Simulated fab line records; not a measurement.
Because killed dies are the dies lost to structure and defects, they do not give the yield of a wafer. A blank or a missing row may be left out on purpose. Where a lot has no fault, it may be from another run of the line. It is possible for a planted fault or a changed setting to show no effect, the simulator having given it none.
Problem report, 8D (eight disciplines) form, completed by code + flow sky130 + the parts of the form that need people (team, actions taken, sign-off) are left out

## 1. WHAT IS WRONG
beam energy keV at SKY_VT_ADJUST_HVTP_IMPLANT_09 reads a mean of 156.31 on 6 wafers of 2 lots; wafers without a fault read 149.99 with a standard deviation of 0.048. That is +99 or more standard deviations from the usual mean.
First observed at day 8 12:28: wafer L481.1, on implanter-03. Wafers with a number at this step in the record: 39, from 13 lots. The rule behind "out" and "out of limits": a value lying over 4 standard deviations away from the usual mean. All remaining wafers that have a number are taken as sound.

## 2. WHAT IT IS, WHAT IT ISN'T
| question                    | is                     | is not                                                                          |
|-----------------------------|------------------------|---------------------------------------------------------------------------------|
| which readings at this step | beam energy keV        | -                                                                               |
| which lots                  | L481, L482             | L472, L473, L474, L475, L476, L477, L478, L479, L491, L494, L495                |
| which wafers of those lots  | all that have a number | -                                                                               |
| read on which tools         | implanter-03           | implanter-01, implanter-02                                                      |
| when                        | from day 8 12:28       | up to then (24 sound wafers); but 9 sound wafers of L491, L494, L495 came after |

## 3. THE SUSPECTS, EACH WITH WHAT RULES IT OUT
Counting: a tool at any process step up to the reading remains a suspect when it ran all the lots that are out and ran no sound lot after the first of those.
- implanter-03 at SKY_VT_ADJUST_HVTP_IMPLANT_09: kept. It processed each lot that is out, first L481 at day 8 12:28, and no sound lot thereafter; up to then, the last sound lot it processed was L479 at day 7 23:23. On those wafers its own readings are out: beam energy keV.
Remaining after the count: implanter-03 at SKY_VT_ADJUST_HVTP_IMPLANT_09.

## 4. THE CAUSE (what the simulator had put in)
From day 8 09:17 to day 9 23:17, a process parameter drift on implanter-03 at SKY_VT_ADJUST_HVTP_IMPLANT_09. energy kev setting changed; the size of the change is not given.
After counting, this tool was the only one left.

## 5. THE CHAIN OF EFFECTS, in route order
Each row: a reading where the mean over the struck wafers with a number is more than 3 standard deviations away from the usual. Only readings whose record carries a usual standard deviation are examined. hours: median over the lots of the time between each lot's start at the first step of this table that gives one and its start at this step. sigmas: the change, counted in usual standard deviations.
| hours | step                          | reading         | usual  | on struck wafers | change | sigmas      |
|-------|-------------------------------|-----------------|--------|------------------|--------|-------------|
| 0     | SKY_VT_ADJUST_HVTP_IMPLANT_09 | beam energy keV | 149.99 | 156.31           | +6.32  | +99 or more |
The process steps in it:
- SKY_VT_ADJUST_HVTP_IMPLANT_09
At these later measuring or inspecting steps, every struck wafer for which the step has a row has a number for every such reading, and none has moved that far: SKY_VIA2_CD_MEAS_12.

## 6. HOW IT WOULD HAVE BEEN CAUGHT EARLIER
In this record no reading fell out of limits until day 8 12:28, 3 hours after the fault had begun at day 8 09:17.
